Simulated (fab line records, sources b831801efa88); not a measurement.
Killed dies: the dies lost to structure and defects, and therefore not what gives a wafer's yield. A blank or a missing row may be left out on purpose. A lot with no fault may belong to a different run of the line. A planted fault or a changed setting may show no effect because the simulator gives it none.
The same fault as seen by 2 desks	flow gf180mcu	only its own numbers are on each desk; what lay behind them is given at the end
Where a reading is given only as a bound, like >300, the bound stands for it, and a mean or a difference that rests on one is marked > or <: the true number lies beyond.

METROLOGY DESK
What the gauges read for every lot (on any tool): the sampled wafers with a number, averaged. Marked OUT: a lot whose mean sits more than 4 standard deviations from the usual mean, which makes it out of limits; the brackets give that distance.
Columns: A = cdNm at GF_M2_CD_MEAS_14, usual 280.2 nm; B = cdNm at GF_M3_CD_MEAS_14, usual 279.7 nm; C = V3_W_RS at GF_V3_RS_MEAS_24, usual 0.326 ohm/sq; D = V3_W_THK at GF_V3_THK_MEAS_25, usual 346 nm
lot	first seen here	A	B	C	D
L475	day 20 04:29	279.2	277.8	0.322	346
L476	day 20 09:09	278.3	279.2	0.323	348
L477	day 20 23:17	281.9	280.9	0.323	350
L478	day 21 09:59	280.2	280.0	44.171 (+99 or more) OUT	<0 (<-61) OUT
L479	day 21 14:56	282.2	279.7	43.366 (+99 or more) OUT	<0 (<-61) OUT
L481	day 22 04:19	280.3	281.2	0.325	344
L488	day 25 03:03	280.7	279.1	0.329	341
L489	day 25 12:59	279.4	280.0	0.327	348
L491	day 25 21:30	280.7	280.7	0.327	342
L492	day 26 04:14	277.0	280.6	0.330	347
L493	day 26 12:17	280.4	279.6	0.328	344
L495	day 26 22:27	279.5	281.0	0.323	348
This desk finds L478, L479 out of limits, with the earliest case on L478 at day 24 13:52 (V3_W_RS at GF_V3_RS_MEAS_24). Within limits: L475, L476, L477, L481, L488, L489, L491, L492, L493, L495.

AT THE TOOL OWNER'S DESK: cvdW-01
The tool's own readings at GF_V3_CVD_23 (deposits W, target thk 350 nm, time 104.9 s): means of the sampled wafers that have a number, for each lot that ran on this tool. Marked OUT: a lot whose mean sits more than 4 standard deviations from the usual mean, which makes it out of limits; the brackets give that distance.
Columns: A = chamberPressureTorr at GF_V3_CVD_23, usual 40.01 Torr; B = heaterPowerOuterW at GF_V3_CVD_23, usual 508 W; C = heaterPowerW at GF_V3_CVD_23, usual 824 W
lot	first seen here	A	B	C
L476	day 23 12:52	39.99	517	834
L477	day 24 02:34	40.01	521	831
L481	day 25 06:26	39.93	516	818
L488	day 27 23:40	40.00	516	847
L489	day 28 08:31	39.99	519	835
L491	day 28 15:55	39.95	513	834
L492	day 28 22:11	40.01	518	846
L493	day 29 06:16	40.07	515	833
L495	day 29 15:19	40.05	518	819
Finding of this desk: none of the 9 lots has anything out of limits.

ALL TOGETHER
At day 24 13:52 the metrology desk could have sounded an alarm, on L478, L479.
The tool owner's desk saw nothing out of limits.
The tool owner's desk has no number on record for L478, L479.
On cvdW-01, each named lot ran GF_V3_CVD_23.

WHAT THE SIMULATOR PUT IN
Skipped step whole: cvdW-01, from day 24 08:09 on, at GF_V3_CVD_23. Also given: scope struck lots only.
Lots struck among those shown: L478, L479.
Time in hours between the start of the fault and the first out-of-limits reading at each desk: metrology desk, 6.
